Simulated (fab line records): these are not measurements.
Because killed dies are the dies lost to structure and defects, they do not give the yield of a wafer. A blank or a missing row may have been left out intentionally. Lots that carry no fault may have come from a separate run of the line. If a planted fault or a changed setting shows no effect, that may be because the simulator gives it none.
fab line records -- flow sky130 -- part 1 of 2: steps 1 to 24 of 35
record lots=5, wafers=15, last_day=50
route steps=708 shown LDD_HVN@268 LDD_HVP@278 LDD_LDN@289
lots untouched by any fault: they come from a run of this same line in which no faults occurred
start_h: hours from the record's first day to the start of the lot's first wafer shown -- wait_h: hours from the lot's prior step to this one -- " the same as in the row above -- L1.1+2: one row covering several wafers at once -- - no value, or no start was given -- * or withheld: withheld -- < > ~ a bound
route shown NAME@n: a module of which the file shows steps, and the number in the route of the first -- usual: mean/standard deviation of fault-free wafers -- same: alike in all rows -- chamber/n: place in a boat -- sites: readings site by site -- _std_site: how widely they spread, as a standard deviation -- _edge_site: the outer-site mean with the inner-site mean subtracted -- radius_mm: how far each site lies from the wafer's centre -- mask NAME#n: copy n -- behind: the tool/chamber that last shaped the wafer -- hold: why the lot was held/for how many hours/how that ended -- device: the n, p or np transistor that did not switch -- end of line: at the end of the route, the tests of the same wafers -- step lacking rows: just its recipe -- killed: at the first sort, the dies lost to defects and structure; wafer yield is something else -- map: shows each die of a wafer: x if killed, . if not, _ if none is there
set.NAME: the run value of the setting; set.NAME@STEP: its run value at that earlier step -- model.NAME: the simulator's own value behind a step, which no gauge read
a table for each step, a row for each wafer; lots at some steps of the route
services: the hour from which a tool's chamber was out of use, counted from the record's first day as start_h (under 0 if before that day), plus the number of hours and why
## steps
# step SKY_LDD_HVN_HMDS_01
# recipe prime_time_s=60, prime_temp_c=120
# usual chill_plate_temp_C=22.98/0.11, exhaust_pa=45.0/0.91
lot.wafer,tool,chamber,start_h,wait_h,chill_plate_temp_C,exhaust_pa
L075.1,litho_track-01,0,451.56,0.1,22.84,43.3
L075.2,litho_track-01,0,451.56,0.1,22.88,43.1
L075.3,litho_track-01,0,451.56,0.1,23.06,43.4
L077.2,litho_track-04,0,474.32,0.1,23.02,44.0
L077.3,litho_track-04,0,474.32,0.1,23.02,44.8
L077.4,litho_track-04,0,474.32,0.1,22.99,43.9
L092.1,litho_track-01,0,607.71,0.1,23.05,44.7
L092.2,litho_track-01,0,607.71,0.1,22.94,45.0
L092.6,litho_track-01,0,607.71,0.1,23.03,46.2
L095.2,litho_track-03,0,621.15,0.1,22.88,45.0
L095.5,litho_track-03,0,621.15,0.1,22.97,43.9
L095.6,litho_track-03,0,621.15,0.1,23.16,44.1
L096.3,litho_track-04,0,636.05,0.1,23.02,44.7
L096.4,litho_track-04,0,636.05,0.1,23.11,44.5
L096.6,litho_track-04,0,636.05,0.1,23.00,44.8
# step SKY_LDD_HVN_COAT_02
# recipe resist=NOVOLAK, spin_rpm=3000, resist_thk_nm=300
# usual chill_plate_temp_C=22.98/0.092, exhaust_pa=45.0/0.86
lot.wafer,tool,chamber,start_h,wait_h,chill_plate_temp_C,exhaust_pa
L075.1,litho_track-01,0,451.71,0.1,22.86,47.1
L075.2,litho_track-01,0,451.71,0.1,22.83,46.7
L075.3,litho_track-01,0,451.71,0.1,22.85,46.5
L077.2,litho_track-04,0,474.47,0.1,22.86,45.5
L077.3,litho_track-04,0,474.47,0.1,23.02,45.3
L077.4,litho_track-04,0,474.47,0.1,22.99,45.4
L092.1,litho_track-01,0,607.86,0.1,22.94,45.0
L092.2,litho_track-01,0,607.86,0.1,23.06,46.6
L092.6,litho_track-01,0,607.86,0.1,22.93,45.3
L095.2,litho_track-03,0,621.30,0.1,22.95,46.0
L095.5,litho_track-03,0,621.30,0.1,23.01,46.5
L095.6,litho_track-03,0,621.30,0.1,23.04,45.4
L096.3,litho_track-04,0,636.20,0.1,22.88,46.2
L096.4,litho_track-04,0,636.20,0.1,22.96,46.3
L096.6,litho_track-04,0,636.20,0.1,22.94,45.3
# step SKY_LDD_HVN_SOFTBAKE_03
# recipe temp_c=90, time_s=60, resist=NOVOLAK
# usual chill_plate_temp_C=23.00/0.1, exhaust_pa=44.9/0.85
lot.wafer,tool,chamber,start_h,wait_h,chill_plate_temp_C,exhaust_pa
L075.1,litho_track-01,0,451.86,0.1,23.21,45.9
L075.2,litho_track-01,0,451.86,0.1,23.11,45.6
L075.3,litho_track-01,0,451.86,0.1,23.01,44.5
L077.2,litho_track-04,0,474.62,0.1,23.06,44.6
L077.3,litho_track-04,0,474.62,0.1,22.97,44.1
L077.4,litho_track-04,0,474.62,0.1,22.88,43.8
L092.1,litho_track-01,0,608.01,0.1,22.98,47.2
L092.2,litho_track-01,0,608.01,0.1,22.90,46.1
L092.6,litho_track-01,0,608.01,0.1,23.10,45.9
L095.2,litho_track-03,0,621.45,0.1,23.04,44.8
L095.5,litho_track-03,0,621.45,0.1,22.92,46.1
L095.6,litho_track-03,0,621.45,0.1,22.96,46.0
L096.3,litho_track-04,0,636.35,0.1,22.92,45.0
L096.4,litho_track-04,0,636.35,0.1,22.88,44.4
L096.6,litho_track-04,0,636.35,0.1,23.05,44.7
# step SKY_LDD_HVN_EXPOSE_04
# recipe mask_id=HVNTM, na=0.6, source_shape=conventional, sigma_outer=0.6, polarization=unpolarized, target_cd_nm=700, dose_mj=127
# same sigma_outer=0.6
lot.wafer,tool,chamber,start_h,wait_h,mask
L075.1+2+3,iline_stepper-01,0,-,-,HVNTM#0
L077.2+3+4,iline_stepper-02,0,-,-,HVNTM#0
L092.1+2+6,iline_stepper-01,0,-,-,HVNTM#0
L095.2+5+6,iline_stepper-01,0,-,-,HVNTM#0
L096.3+4+6,iline_stepper-01,0,-,-,HVNTM#0
# step SKY_LDD_HVN_PEB_05
# recipe temp_c=withheld, time_s=*, resist=NOVOLAK
# usual chill_plate_temp_C=*, exhaust_pa=44.9/0.87
lot.wafer,tool,chamber,start_h,wait_h,chill_plate_temp_C,exhaust_pa
L075.1,litho_track-04,0,-,-,*,45.4
L075.2,litho_track-04,0,-,-,*,43.3
L075.3,litho_track-04,0,-,-,*,43.9
L077.2,litho_track-01,0,-,-,*,45.3
L077.3,litho_track-01,0,-,-,*,46.5
L077.4,litho_track-01,0,-,-,*,46.3
L092.1,litho_track-01,0,-,-,*,45.2
L092.2,litho_track-01,0,-,-,*,45.9
L092.6,litho_track-01,0,-,-,*,46.1
L095.2,litho_track-01,0,-,-,*,44.5
L095.5,litho_track-01,0,-,-,*,45.0
L095.6,litho_track-01,0,-,-,*,45.6
L096.3,litho_track-04,0,-,-,*,45.3
L096.4,litho_track-04,0,-,-,*,45.6
L096.6,litho_track-04,0,-,-,*,46.0
# step SKY_LDD_HVN_DEVELOP_06
# recipe resist=NOVOLAK, developer=TMAH, develop_time_s=60, dev_temp_c=23
# usual chill_plate_temp_C=23.00/0.11, exhaust_pa=44.9/0.9
lot.wafer,tool,chamber,start_h,wait_h,chill_plate_temp_C,exhaust_pa
L075.1,litho_track-04,0,466.75,0.1,22.95,45.6
L075.2,litho_track-04,0,466.75,0.1,23.00,44.3
L075.3,litho_track-04,0,466.75,0.1,22.99,44.7
L077.2,litho_track-01,0,489.59,0.1,23.13,43.9
L077.3,litho_track-01,0,489.59,0.1,23.10,44.0
L077.4,litho_track-01,0,489.59,0.1,22.95,45.1
L092.1,litho_track-01,0,622.41,0.1,22.87,44.0
L092.2,litho_track-01,0,622.41,0.1,22.83,44.1
L092.6,litho_track-01,0,622.41,0.1,22.89,43.9
L095.2,litho_track-01,0,635.79,0.1,22.99,46.2
L095.5,litho_track-01,0,635.79,0.1,23.09,44.8
L095.6,litho_track-01,0,635.79,0.1,23.08,46.0
L096.3,litho_track-04,0,650.00,0.1,22.91,44.7
L096.4,litho_track-04,0,650.00,0.1,23.01,44.9
L096.6,litho_track-04,0,650.00,0.1,22.99,43.4
# step SKY_LDD_HVN_OVL_MEAS_07
# usual LDD_HVN_OVL=-1.5/1.1
lot.wafer,tool,chamber,start_h,wait_h,LDD_HVN_OVL[nm]
L075.1,overlay-02,-,466.90,0.1,-1.7
L075.2,overlay-02,-,466.90,0.1,-0.8
L075.3,overlay-02,-,466.90,0.1,-2.2
L077.2,overlay-02,-,489.72,0.1,-0.6
L077.3,overlay-02,-,489.72,0.1,-0.5
L077.4,overlay-02,-,489.72,0.1,-2.3
L092.1,overlay-02,-,622.56,0.1,-1.6
L092.2,overlay-02,-,622.56,0.1,0.1
L092.6,overlay-02,-,622.56,0.1,-1.7
L095.2,overlay-02,-,635.92,0.1,1.8
L095.5,overlay-02,-,635.92,0.1,0.8
L095.6,overlay-02,-,635.92,0.1,-2.2
L096.3,overlay-01,-,650.11,0.1,-1.8
L096.4,overlay-01,-,650.11,0.1,-1.5
L096.6,overlay-01,-,650.11,0.1,1.1
# step SKY_LDD_HVN_IMPLANT_08
# recipe species=P, energy_kev=60, dose_cm2=3e+13, tilt_deg=40
lot.wafer,tool,chamber,start_h,wait_h
L075.1+2+3,implanter-04,0,466.93,0.0
L077.2+3+4,implanter-04,0,489.77,0.0
L092.1+2+6,implanter-03,0,622.60,0.0
L095.2+5+6,implanter-03,0,636.01,0.1
L096.3+4+6,implanter-01,0,650.18,0.1
# step SKY_LDD_HVN_STRIP_09
# recipe chemistry=O2/N2, power_w=1400, pressure_mtorr=1500, platen_temp_c=withheld, o2_flow_sccm=3000, n2_flow_sccm=300, overash_fraction=0.5
# usual chamber_pressure_mTorr=1500.1/1.4, drypump_motor_current_A=5.7/0.54, oes_product_au=0.409/0.0046, strip_time_to_endpoint_s=4.139/0.017
lot.wafer,tool,chamber,start_h,wait_h,chamber_pressure_mTorr,drypump_motor_current_A,oes_product_au,rf_hours_counter_h,strip_time_to_endpoint_s
L075.1,plasma_asher-03,0,467.08,0.1,1501.8,5.7,0.404,36,4.136
L075.2,plasma_asher-03,1,467.08,0.1,1498.5,5.5,0.400,36,4.145
L075.3,plasma_asher-03,0,467.08,0.1,1502.0,5.7,0.407,-,4.122
L077.2,plasma_asher-04,1,489.90,0.1,1498.9,6.2,0.409,6,4.121
L077.3,plasma_asher-04,0,489.90,0.1,1502.6,6.5,0.407,-,4.127
L077.4,plasma_asher-04,1,489.90,0.1,1500.2,6.2,0.412,-,4.091
L092.1,plasma_asher-03,1,622.75,0.1,1499.8,5.5,0.407,52,4.112
L092.2,plasma_asher-03,0,622.75,0.1,1499.7,5.7,0.406,52,4.118
L092.6,plasma_asher-03,1,622.75,0.1,1500.6,5.5,0.411,-,4.123
L095.2,plasma_asher-01,1,636.14,0.1,1502.1,6.2,0.414,94,4.147
L095.5,plasma_asher-01,0,636.14,0.1,1501.1,4.8,0.410,-,4.142
L095.6,plasma_asher-01,1,636.14,0.1,1498.8,6.2,0.407,-,4.169
L096.3,plasma_asher-01,1,650.32,0.1,1500.7,6.2,0.406,-,4.157
L096.4,plasma_asher-01,0,650.32,0.1,1498.3,4.8,0.411,-,4.152
L096.6,plasma_asher-01,0,650.32,0.1,1498.0,4.8,0.402,-,4.139
# step SKY_LDD_HVN_TW_MEAS_10
# usual LDD_HVN_TW=1428/8.8
lot.wafer,tool,chamber,start_h,wait_h,LDD_HVN_TW
L075.1,film_metro-02,-,467.18,0.1,1428
L075.2,film_metro-02,-,467.18,0.1,1426
L075.3,film_metro-02,-,467.18,0.1,1432
L077.2,film_metro-04,-,490.01,0.1,1437
L077.3,film_metro-04,-,490.01,0.1,1436
L077.4,film_metro-04,-,490.01,0.1,1430
L092.1,film_metro-02,-,622.85,0.1,1428
L092.2,film_metro-02,-,622.85,0.1,1427
L092.6,film_metro-02,-,622.85,0.1,1430
L095.2,film_metro-02,-,636.25,0.1,1428
L095.5,film_metro-02,-,636.25,0.1,1423
L095.6,film_metro-02,-,636.25,0.1,1422
L096.3,film_metro-03,-,650.40,0.1,1422
L096.4,film_metro-03,-,650.40,0.1,1426
L096.6,film_metro-03,-,650.40,0.1,1429
# step SKY_LDD_HVP_DEHYDRATE_00
# recipe temp_c=200, time_s=60
# usual chill_plate_temp_C=23.01/0.11, exhaust_pa=45.0/0.99
lot.wafer,tool,chamber,start_h,wait_h,chill_plate_temp_C,exhaust_pa
L075.1,litho_track-02,0,481.79,14.6,23.02,44.3
L075.2,litho_track-02,0,481.79,14.6,23.06,45.2
L075.3,litho_track-02,0,481.79,14.6,23.09,44.5
L077.2,litho_track-04,0,504.87,14.9,23.03,45.9
L077.3,litho_track-04,0,504.87,14.9,23.11,45.7
L077.4,litho_track-04,0,504.87,14.9,22.96,46.0
L092.1,litho_track-03,0,636.73,13.9,22.91,43.6
L092.2,litho_track-03,0,636.73,13.9,22.93,43.6
L092.6,litho_track-03,0,636.73,13.9,22.98,45.3
L095.2,litho_track-03,0,649.75,13.5,23.08,43.0
L095.5,litho_track-03,0,649.75,13.5,23.04,42.3
L095.6,litho_track-03,0,649.75,13.5,22.85,43.0
L096.3,litho_track-04,0,664.35,13.9,22.85,46.0
L096.4,litho_track-04,0,664.35,13.9,22.77,45.5
L096.6,litho_track-04,0,664.35,13.9,22.90,45.6
# step SKY_LDD_HVP_HMDS_01
# recipe prime_time_s=60, prime_temp_c=120
# usual chill_plate_temp_C=23.00/0.099, exhaust_pa=44.9/0.95
lot.wafer,tool,chamber,start_h,wait_h,chill_plate_temp_C,exhaust_pa
L075.1,litho_track-02,0,481.94,0.1,23.08,43.9
L075.2,litho_track-02,0,481.94,0.1,23.13,43.0
L075.3,litho_track-02,0,481.94,0.1,22.98,44.5
L077.2,litho_track-04,0,505.02,0.1,23.00,44.9
L077.3,litho_track-04,0,505.02,0.1,22.94,46.1
L077.4,litho_track-04,0,505.02,0.1,22.98,45.9
L092.1,litho_track-03,0,636.88,0.1,23.08,44.5
L092.2,litho_track-03,0,636.88,0.1,23.22,46.1
L092.6,litho_track-03,0,636.88,0.1,22.97,46.4
L095.2,litho_track-03,0,649.90,0.1,22.94,46.2
L095.5,litho_track-03,0,649.90,0.1,22.96,44.3
L095.6,litho_track-03,0,649.90,0.1,23.03,47.0
L096.3,litho_track-04,0,664.50,0.1,23.07,44.1
L096.4,litho_track-04,0,664.50,0.1,23.00,43.8
L096.6,litho_track-04,0,664.50,0.1,22.91,43.5
# step SKY_LDD_HVP_COAT_02
# recipe resist=NOVOLAK, spin_rpm=3000, resist_thk_nm=300
# usual chill_plate_temp_C=22.99/0.1, exhaust_pa=45.1/1
lot.wafer,tool,chamber,start_h,wait_h,chill_plate_temp_C,exhaust_pa
L075.1,litho_track-02,0,482.09,0.1,23.04,45.2
L075.2,litho_track-02,0,482.09,0.1,22.93,45.4
L075.3,litho_track-02,0,482.09,0.1,22.99,45.5
L077.2,litho_track-04,0,505.17,0.1,22.96,43.9
L077.3,litho_track-04,0,505.17,0.1,22.98,45.4
L077.4,litho_track-04,0,505.17,0.1,23.00,45.4
L092.1,litho_track-03,0,637.03,0.1,22.90,43.6
L092.2,litho_track-03,0,637.03,0.1,23.03,42.7
L092.6,litho_track-03,0,637.03,0.1,22.98,43.7
L095.2,litho_track-03,0,650.05,0.1,23.01,45.1
L095.5,litho_track-03,0,650.05,0.1,22.99,45.6
L095.6,litho_track-03,0,650.05,0.1,22.85,44.5
L096.3,litho_track-04,0,664.65,0.1,22.98,45.6
L096.4,litho_track-04,0,664.65,0.1,22.96,43.6
L096.6,litho_track-04,0,664.65,0.1,22.81,44.0
# step SKY_LDD_HVP_SOFTBAKE_03
# recipe temp_c=90, time_s=60, resist=NOVOLAK
# usual chill_plate_temp_C=22.98/0.096, exhaust_pa=44.8/0.87
lot.wafer,tool,chamber,start_h,wait_h,chill_plate_temp_C,exhaust_pa
L075.1,litho_track-02,0,482.24,0.1,23.21,45.0
L075.2,litho_track-02,0,482.24,0.1,22.96,45.2
L075.3,litho_track-02,0,482.24,0.1,23.12,44.0
L077.2,litho_track-04,0,505.32,0.1,22.79,44.6
L077.3,litho_track-04,0,505.32,0.1,22.84,45.5
L077.4,litho_track-04,0,505.32,0.1,22.91,45.8
L092.1,litho_track-03,0,637.18,0.1,22.91,45.2
L092.2,litho_track-03,0,637.18,0.1,22.94,44.3
L092.6,litho_track-03,0,637.18,0.1,23.05,46.1
L095.2,litho_track-03,0,650.20,0.1,22.98,45.0
L095.5,litho_track-03,0,650.20,0.1,23.07,44.7
L095.6,litho_track-03,0,650.20,0.1,22.91,45.4
L096.3,litho_track-04,0,664.80,0.1,23.01,42.9
L096.4,litho_track-04,0,664.80,0.1,22.97,42.0
L096.6,litho_track-04,0,664.80,0.1,22.98,43.4
# step SKY_LDD_HVP_EXPOSE_04
# recipe mask_id=HVPTM, na=0.6, source_shape=conventional, sigma_outer=0.6, polarization=unpolarized, target_cd_nm=700, dose_mj=86
# same sigma_outer=0.6
lot.wafer,tool,chamber,start_h,wait_h,mask
L075.1+2+3,iline_stepper-01,0,-,-,HVPTM#0
L077.2+3+4,iline_stepper-02,0,-,-,HVPTM#0
L092.1+2+6,iline_stepper-02,0,-,-,HVPTM#0
L095.2+5+6,iline_stepper-02,0,-,-,HVPTM#0
L096.3+4+6,iline_stepper-01,0,-,-,HVPTM#0
# step SKY_LDD_HVP_PEB_05
# recipe temp_c=withheld, time_s=*, resist=NOVOLAK
# usual chill_plate_temp_C=*, exhaust_pa=44.9/0.89
lot.wafer,tool,chamber,start_h,wait_h,chill_plate_temp_C,exhaust_pa
L075.1,litho_track-02,0,-,-,*,45.8
L075.2,litho_track-02,0,-,-,*,45.2
L075.3,litho_track-02,0,-,-,*,46.2
L077.2,litho_track-04,0,-,-,*,45.0
L077.3,litho_track-04,0,-,-,*,45.7
L077.4,litho_track-04,0,-,-,*,44.2
L092.1,litho_track-03,0,-,-,*,45.0
L092.2,litho_track-03,0,-,-,*,43.8
L092.6,litho_track-03,0,-,-,*,44.8
L095.2,litho_track-03,0,-,-,*,45.5
L095.5,litho_track-03,0,-,-,*,47.2
L095.6,litho_track-03,0,-,-,*,45.2
L096.3,litho_track-04,0,-,-,*,44.5
L096.4,litho_track-04,0,-,-,*,44.4
L096.6,litho_track-04,0,-,-,*,45.0
# step SKY_LDD_HVP_DEVELOP_06
# recipe resist=NOVOLAK, developer=TMAH, develop_time_s=60, dev_temp_c=23
# usual chill_plate_temp_C=23.00/0.1, exhaust_pa=45.0/0.89
lot.wafer,tool,chamber,start_h,wait_h,chill_plate_temp_C,exhaust_pa
L075.1,litho_track-02,0,497.09,0.1,23.15,44.3
L075.2,litho_track-02,0,497.09,0.1,22.93,44.2
L075.3,litho_track-02,0,497.09,0.1,22.96,44.3
L077.2,litho_track-04,0,519.67,0.1,23.06,45.2
L077.3,litho_track-04,0,519.67,0.1,22.83,43.8
L077.4,litho_track-04,0,519.67,0.1,22.96,46.1
L092.1,litho_track-03,0,651.38,0.1,22.99,44.0
L092.2,litho_track-03,0,651.38,0.1,22.98,43.8
L092.6,litho_track-03,0,651.38,0.1,23.08,44.7
L095.2,litho_track-03,0,664.90,0.1,23.15,46.1
L095.5,litho_track-03,0,664.90,0.1,23.09,44.1
L095.6,litho_track-03,0,664.90,0.1,23.02,44.6
L096.3,litho_track-04,0,678.50,0.1,22.97,45.0
L096.4,litho_track-04,0,678.50,0.1,22.98,45.3
L096.6,litho_track-04,0,678.50,0.1,22.95,44.7
# step SKY_LDD_HVP_OVL_MEAS_07
# usual LDD_HVP_OVL=-1.0/1.7
lot.wafer,tool,chamber,start_h,wait_h,LDD_HVP_OVL[nm]
L075.1,overlay-02,-,497.24,0.1,-1.2
L075.2,overlay-02,-,497.24,0.1,-1.6
L075.3,overlay-02,-,497.24,0.1,-1.4
L077.2,overlay-02,-,519.80,0.1,-1.5
L077.3,overlay-02,-,519.80,0.1,-1.2
L077.4,overlay-02,-,519.80,0.1,-1.6
L092.1,overlay-01,-,651.53,0.1,-3.1
L092.2,overlay-01,-,651.53,0.1,-3.1
L092.6,overlay-01,-,651.53,0.1,-2.6
L095.2,overlay-02,-,665.04,0.1,-0.8
L095.5,overlay-02,-,665.04,0.1,-2.3
L095.6,overlay-02,-,665.04,0.1,-1.8
L096.3,overlay-02,-,678.61,0.1,2.6
L096.4,overlay-02,-,678.61,0.1,3.9
L096.6,overlay-02,-,678.61,0.1,0.8
# step SKY_LDD_HVP_IMPLANT_08
# recipe species=B, energy_kev=19.88, dose_cm2=1.7e+13, tilt_deg=17.9
lot.wafer,tool,chamber,start_h,wait_h
L075.1+2+3,implanter-02,0,497.27,0.0
L077.2+3+4,implanter-03,0,519.86,0.0
L092.1+2+6,implanter-03,0,651.57,0.0
L095.2+5+6,implanter-03,0,665.09,0.0
L096.3+4+6,implanter-02,0,678.68,0.1
# step SKY_LDD_HVP_STRIP_09
# recipe chemistry=O2/N2, power_w=1400, pressure_mtorr=1500, platen_temp_c=withheld, o2_flow_sccm=3000, n2_flow_sccm=300, overash_fraction=0.5
# usual chamber_pressure_mTorr=1499.9/1.4, drypump_motor_current_A=5.6/0.46, oes_product_au=0.408/0.0048, strip_time_to_endpoint_s=4.137/0.015
lot.wafer,tool,chamber,start_h,wait_h,chamber_pressure_mTorr,drypump_motor_current_A,oes_product_au,rf_hours_counter_h,strip_time_to_endpoint_s
L075.1,plasma_asher-03,1,497.42,0.1,1498.1,5.4,0.402,40,4.120
L075.2,plasma_asher-03,0,497.42,0.1,1496.3,5.8,0.413,40,4.130
L075.3,plasma_asher-03,1,497.42,0.1,1497.3,5.4,0.409,-,4.103
L077.2,plasma_asher-02,1,519.98,0.1,1499.1,5.7,0.411,66,4.139
L077.3,plasma_asher-02,1,519.98,0.1,1500.8,5.8,0.410,-,4.134
L077.4,plasma_asher-02,0,519.98,0.1,1500.5,5.6,0.407,-,4.126
L092.1,plasma_asher-01,1,651.72,0.1,1501.5,6.2,0.400,96,4.139
L092.2,plasma_asher-01,0,651.72,0.1,1500.5,4.8,0.398,96,4.153
L092.6,plasma_asher-01,1,651.72,0.1,1500.9,6.2,0.414,-,4.151
L095.2,plasma_asher-01,0,665.22,0.1,1500.0,4.8,0.403,97,4.156
L095.5,plasma_asher-01,1,665.22,0.1,1499.7,6.2,0.411,-,4.136
L095.6,plasma_asher-01,0,665.22,0.1,1498.6,4.8,0.413,-,4.139
L096.3,plasma_asher-02,0,678.82,0.1,1499.4,5.6,0.408,-,4.145
L096.4,plasma_asher-02,1,678.82,0.1,1500.7,5.8,0.406,-,4.136
L096.6,plasma_asher-02,1,678.82,0.1,1499.9,5.8,0.402,-,4.133
# step SKY_LDD_HVP_TW_MEAS_10
# usual LDD_HVP_TW=454.4/2.9
lot.wafer,tool,chamber,start_h,wait_h,LDD_HVP_TW
L075.1,film_metro-04,-,497.52,0.1,456.4
L075.2,film_metro-04,-,497.52,0.1,455.0
L075.3,film_metro-04,-,497.52,0.1,457.5
L077.2,film_metro-04,-,520.09,0.1,455.3
L077.3,film_metro-04,-,520.09,0.1,452.7
L077.4,film_metro-04,-,520.09,0.1,454.2
L092.1,film_metro-01,-,651.82,0.1,456.2
L092.2,film_metro-01,-,651.82,0.1,457.2
L092.6,film_metro-01,-,651.82,0.1,455.1
L095.2,film_metro-01,-,665.33,0.1,456.2
L095.5,film_metro-01,-,665.33,0.1,456.1
L095.6,film_metro-01,-,665.33,0.1,457.6
L096.3,film_metro-04,-,678.90,0.1,456.4
L096.4,film_metro-04,-,678.90,0.1,455.4
L096.6,film_metro-04,-,678.90,0.1,455.9
# step SKY_LDD_LDN_DEHYDRATE_00
# recipe temp_c=200, time_s=60
# usual chill_plate_temp_C=22.98/0.096, exhaust_pa=45.0/0.84
lot.wafer,tool,chamber,start_h,wait_h,chill_plate_temp_C,exhaust_pa
L075.1,litho_track-03,0,512.13,14.6,23.09,44.6
L075.2,litho_track-03,0,512.13,14.6,22.89,44.5
L075.3,litho_track-03,0,512.13,14.6,23.02,45.5
L077.2,litho_track-03,0,535.25,15.2,22.93,46.3
L077.3,litho_track-03,0,535.25,15.2,22.94,44.0
L077.4,litho_track-03,0,535.25,15.2,22.99,46.2
L092.1,litho_track-03,0,665.83,14.0,23.13,45.5
L092.2,litho_track-03,0,665.83,14.0,23.13,44.7
L092.6,litho_track-03,0,665.83,14.0,23.20,44.2
L095.2,litho_track-01,0,678.54,13.2,23.17,45.2
L095.5,litho_track-01,0,678.54,13.2,22.93,44.2
L095.6,litho_track-01,0,678.54,13.2,23.07,45.2
L096.3,litho_track-02,0,692.18,13.3,22.94,45.0
L096.4,litho_track-02,0,692.18,13.3,22.99,44.2
L096.6,litho_track-02,0,692.18,13.3,22.97,45.4
# step SKY_LDD_LDN_HMDS_01
# recipe prime_time_s=60, prime_temp_c=120
# usual chill_plate_temp_C=23.00/0.1, exhaust_pa=44.9/0.86
lot.wafer,tool,chamber,start_h,wait_h,chill_plate_temp_C,exhaust_pa
L075.1,litho_track-03,0,512.28,0.1,22.98,46.4
L075.2,litho_track-03,0,512.28,0.1,22.92,44.1
L075.3,litho_track-03,0,512.28,0.1,23.15,44.3
L077.2,litho_track-03,0,535.40,0.1,23.10,44.0
L077.3,litho_track-03,0,535.40,0.1,23.22,43.3
L077.4,litho_track-03,0,535.40,0.1,23.02,44.3
L092.1,litho_track-03,0,665.98,0.1,23.05,45.8
L092.2,litho_track-03,0,665.98,0.1,23.01,45.7
L092.6,litho_track-03,0,665.98,0.1,22.93,45.1
L095.2,litho_track-01,0,678.69,0.1,22.98,43.9
L095.5,litho_track-01,0,678.69,0.1,23.16,44.4
L095.6,litho_track-01,0,678.69,0.1,23.04,45.0
L096.3,litho_track-02,0,692.33,0.1,22.96,44.5
L096.4,litho_track-02,0,692.33,0.1,22.95,45.8
L096.6,litho_track-02,0,692.33,0.1,23.11,45.3
# step SKY_LDD_LDN_COAT_02
# recipe resist=NOVOLAK, spin_rpm=3000, resist_thk_nm=1140
# usual chill_plate_temp_C=22.99/0.099, exhaust_pa=45.0/0.89
lot.wafer,tool,chamber,start_h,wait_h,chill_plate_temp_C,exhaust_pa
L075.1,litho_track-03,0,512.43,0.1,22.91,44.4
L075.2,litho_track-03,0,512.43,0.1,23.10,45.5
L075.3,litho_track-03,0,512.43,0.1,23.02,45.2
L077.2,litho_track-03,0,535.55,0.1,22.90,46.2
L077.3,litho_track-03,0,535.55,0.1,23.05,45.1
L077.4,litho_track-03,0,535.55,0.1,22.84,45.7
L092.1,litho_track-03,0,666.13,0.1,22.99,46.0
L092.2,litho_track-03,0,666.13,0.1,22.90,46.4
L092.6,litho_track-03,0,666.13,0.1,22.88,45.7
L095.2,litho_track-01,0,678.84,0.1,22.80,44.6
L095.5,litho_track-01,0,678.84,0.1,22.92,47.1
L095.6,litho_track-01,0,678.84,0.1,23.03,45.2
L096.3,litho_track-02,0,692.48,0.1,22.85,44.2
L096.4,litho_track-02,0,692.48,0.1,22.91,43.6
L096.6,litho_track-02,0,692.48,0.1,22.86,44.7
